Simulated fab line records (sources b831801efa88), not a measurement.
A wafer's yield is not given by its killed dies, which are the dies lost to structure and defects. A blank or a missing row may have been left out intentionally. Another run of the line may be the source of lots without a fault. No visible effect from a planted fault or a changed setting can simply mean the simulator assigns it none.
Check for tools in common || flow sky130 || 12 lots and 42 wafers in the sample

== WHY THIS WAS OPENED ==
SKY_GATE_OXIDE_THK_MEAS_02, reading GATE_OXIDE_OXIDATION_00_THK: flagged on 2 of 12 lots. Wafers without a fault read 10.18 nm, standard deviation 0.22.
Rule: flag the lot when none of its wafers has a number, or when each of its wafers that has one lies beyond 4 standard deviations from that mean. All remaining lots are regarded as sound.

{"lot": "L155", "measured": "day 12 19:26", "on": "film_metro-04", "GATE_OXIDE_OXIDATION_00_THK (nm), wafer by wafer": "10.26 10.19 10.29", "flag": ""}
{"lot": "L156", "measured": "day 13 02:58", "on": "film_metro-04", "GATE_OXIDE_OXIDATION_00_THK (nm), wafer by wafer": "10.25 10.11 10.15", "flag": ""}
{"lot": "L158", "measured": "day 13 18:12", "on": "film_metro-03", "GATE_OXIDE_OXIDATION_00_THK (nm), wafer by wafer": "10.16 10.17 10.21", "flag": ""}
{"lot": "L164", "measured": "day 15 19:56", "on": "film_metro-03", "GATE_OXIDE_OXIDATION_00_THK (nm), wafer by wafer": "10.29 10.39 10.24", "flag": ""}
{"lot": "L166", "measured": "day 16 14:41", "on": "film_metro-04", "GATE_OXIDE_OXIDATION_00_THK (nm), wafer by wafer": "11.74 11.61 11.79 11.73 11.59 11.81", "flag": "FLAGGED"}
{"lot": "L167", "measured": "day 16 19:34", "on": "film_metro-03", "GATE_OXIDE_OXIDATION_00_THK (nm), wafer by wafer": "11.16 11.38 11.42 11.19 11.36 11.37", "flag": "FLAGGED"}
{"lot": "L172", "measured": "day 19 15:01", "on": "film_metro-01", "GATE_OXIDE_OXIDATION_00_THK (nm), wafer by wafer": "10.24 10.29 10.10", "flag": ""}
{"lot": "L173", "measured": "day 20 04:17", "on": "film_metro-01", "GATE_OXIDE_OXIDATION_00_THK (nm), wafer by wafer": "10.02 10.01 10.06", "flag": ""}
{"lot": "L176", "measured": "day 20 05:43", "on": "film_metro-01", "GATE_OXIDE_OXIDATION_00_THK (nm), wafer by wafer": "10.31 10.14 10.18", "flag": ""}
{"lot": "L175", "measured": "day 20 12:44", "on": "film_metro-03", "GATE_OXIDE_OXIDATION_00_THK (nm), wafer by wafer": "10.35 10.31 10.49", "flag": ""}
{"lot": "L177", "measured": "day 20 18:56", "on": "film_metro-03", "GATE_OXIDE_OXIDATION_00_THK (nm), wafer by wafer": "10.04 10.02 9.87", "flag": ""}
{"lot": "L178", "measured": "day 21 01:04", "on": "film_metro-03", "GATE_OXIDE_OXIDATION_00_THK (nm), wafer by wafer": "10.24 10.21 10.30", "flag": ""}
Average over the flagged lots: 11.51 nm; offset from the usual +1.33 nm, equal to +6 standard deviations.

== EACH LOT AND THE TOOL IT RAN ON ==
Before the reading, the record contains 2 process steps out of a 708-step route. Read each cell as the tool, then ch plus the chambers that the sampled wafers visited, then the start.
{"lot": "L155", "flag": "", "SKY_SONOS_ONO_ETCH_15": "rie_diel-03 ch 2,3, day 12 16:36", "SKY_GATE_OXIDE_OXIDATION_01": "furnace-02 ch 0, day 12 18:01"}
{"lot": "L156", "flag": "", "SKY_SONOS_ONO_ETCH_15": "rie_diel-03 ch 0,1, day 13 01:14", "SKY_GATE_OXIDE_OXIDATION_01": "furnace-01 ch 0, day 13 01:34"}
{"lot": "L158", "flag": "", "SKY_SONOS_ONO_ETCH_15": "rie_diel-02 ch 1,2, day 13 15:14", "SKY_GATE_OXIDE_OXIDATION_01": "furnace-02 ch 0, day 13 16:47"}
{"lot": "L164", "flag": "", "SKY_SONOS_ONO_ETCH_15": "rie_diel-04 ch 0,1,2, day 15 17:29", "SKY_GATE_OXIDE_OXIDATION_01": "furnace-02 ch 0, day 15 18:31"}
{"lot": "L166", "flag": "FLAGGED", "SKY_SONOS_ONO_ETCH_15": "rie_diel-04 ch 2,3, day 16 12:56", "SKY_GATE_OXIDE_OXIDATION_01": "furnace-01 ch 0, day 16 13:16"}
{"lot": "L167", "flag": "FLAGGED", "SKY_SONOS_ONO_ETCH_15": "rie_diel-04 ch 0,3, day 16 17:50", "SKY_GATE_OXIDE_OXIDATION_01": "furnace-01 ch 0, day 16 18:10"}
{"lot": "L172", "flag": "", "SKY_SONOS_ONO_ETCH_15": "rie_diel-04 ch 2,3, day 19 12:23", "SKY_GATE_OXIDE_OXIDATION_01": "furnace-02 ch 0, day 19 13:34"}
{"lot": "L173", "flag": "", "SKY_SONOS_ONO_ETCH_15": "rie_diel-03 ch 0,2, day 20 02:29", "SKY_GATE_OXIDE_OXIDATION_01": "furnace-01 ch 0, day 20 02:53"}
{"lot": "L176", "flag": "", "SKY_SONOS_ONO_ETCH_15": "rie_diel-02 ch 1,3, day 20 03:38", "SKY_GATE_OXIDE_OXIDATION_01": "furnace-01 ch 0, day 20 04:17"}
{"lot": "L175", "flag": "", "SKY_SONOS_ONO_ETCH_15": "rie_diel-03 ch 0,1,2, day 20 10:59", "SKY_GATE_OXIDE_OXIDATION_01": "furnace-01 ch 0, day 20 11:19"}
{"lot": "L177", "flag": "", "SKY_SONOS_ONO_ETCH_15": "rie_diel-03 ch 0,2,3, day 20 17:11", "SKY_GATE_OXIDE_OXIDATION_01": "furnace-01 ch 0, day 20 17:31"}
{"lot": "L178", "flag": "", "SKY_SONOS_ONO_ETCH_15": "rie_diel-02 ch 0,1, day 20 23:05", "SKY_GATE_OXIDE_OXIDATION_01": "furnace-01 ch 0, day 20 23:38"}
What the steps here do:
- SKY_SONOS_ONO_ETCH_15: etches the open film in CHF3/O2, target depth 19.52 nm, time 7.8 s.
- SKY_GATE_OXIDE_OXIDATION_01: stabilise 600 s, purge 300 s, target thk 10.268 nm.
- SKY_GATE_OXIDE_THK_MEAS_02

== FLAGGED OVER TOTAL, TOOL BY TOOL (the gauges that took the reading come last) ==
{"step": "SKY_SONOS_ONO_ETCH_15", "tool": "rie_diel-02", "lots run": 3, "flagged": 0, "share of the flagged lots": "none", "sound lots run after its first flagged lot": "-"}
{"step": "SKY_SONOS_ONO_ETCH_15", "tool": "rie_diel-03", "lots run": 5, "flagged": 0, "share of the flagged lots": "none", "sound lots run after its first flagged lot": "-"}
{"step": "SKY_SONOS_ONO_ETCH_15", "tool": "rie_diel-04", "lots run": 4, "flagged": 2, "share of the flagged lots": "all", "sound lots run after its first flagged lot": "1 (L172)"}
{"step": "SKY_GATE_OXIDE_OXIDATION_01", "tool": "furnace-01", "lots run": 8, "flagged": 2, "share of the flagged lots": "all", "sound lots run after its first flagged lot": "5 (L173,L176,L175,L177,L178)"}
{"step": "SKY_GATE_OXIDE_OXIDATION_01", "tool": "furnace-02", "lots run": 4, "flagged": 0, "share of the flagged lots": "none", "sound lots run after its first flagged lot": "-"}
{"step": "SKY_GATE_OXIDE_THK_MEAS_02", "tool": "film_metro-01", "lots run": 3, "flagged": 0, "share of the flagged lots": "none", "sound lots run after its first flagged lot": "-"}
{"step": "SKY_GATE_OXIDE_THK_MEAS_02", "tool": "film_metro-03", "lots run": 6, "flagged": 1, "share of the flagged lots": "some", "sound lots run after its first flagged lot": "3 (L175,L177,L178)"}
{"step": "SKY_GATE_OXIDE_THK_MEAS_02", "tool": "film_metro-04", "lots run": 3, "flagged": 1, "share of the flagged lots": "some", "sound lots run after its first flagged lot": 0}

== THE TABLE: WHAT IT ALLOWS ==
Rows of the table that ran all the flagged lots, 2 in number: rie_diel-04 at SKY_SONOS_ONO_ETCH_15; furnace-01 at SKY_GATE_OXIDE_OXIDATION_01.
- rie_diel-04 at SKY_SONOS_ONO_ETCH_15 ran 4 lots, 2 of them flagged. Sound lots followed the first flagged one (L172) on it, something a lasting fault affecting the whole tool could not allow.
- furnace-01 at SKY_GATE_OXIDE_OXIDATION_01 ran 8 lots, 2 of them flagged. Sound lots followed the first flagged one (L173, L176, L175, L177, L178) on it, something a lasting fault affecting the whole tool could not allow.
No row of the table ran every flagged lot and no sound lot after the first.

== WHAT HAD BEEN PUT IN BY THE SIMULATOR ==
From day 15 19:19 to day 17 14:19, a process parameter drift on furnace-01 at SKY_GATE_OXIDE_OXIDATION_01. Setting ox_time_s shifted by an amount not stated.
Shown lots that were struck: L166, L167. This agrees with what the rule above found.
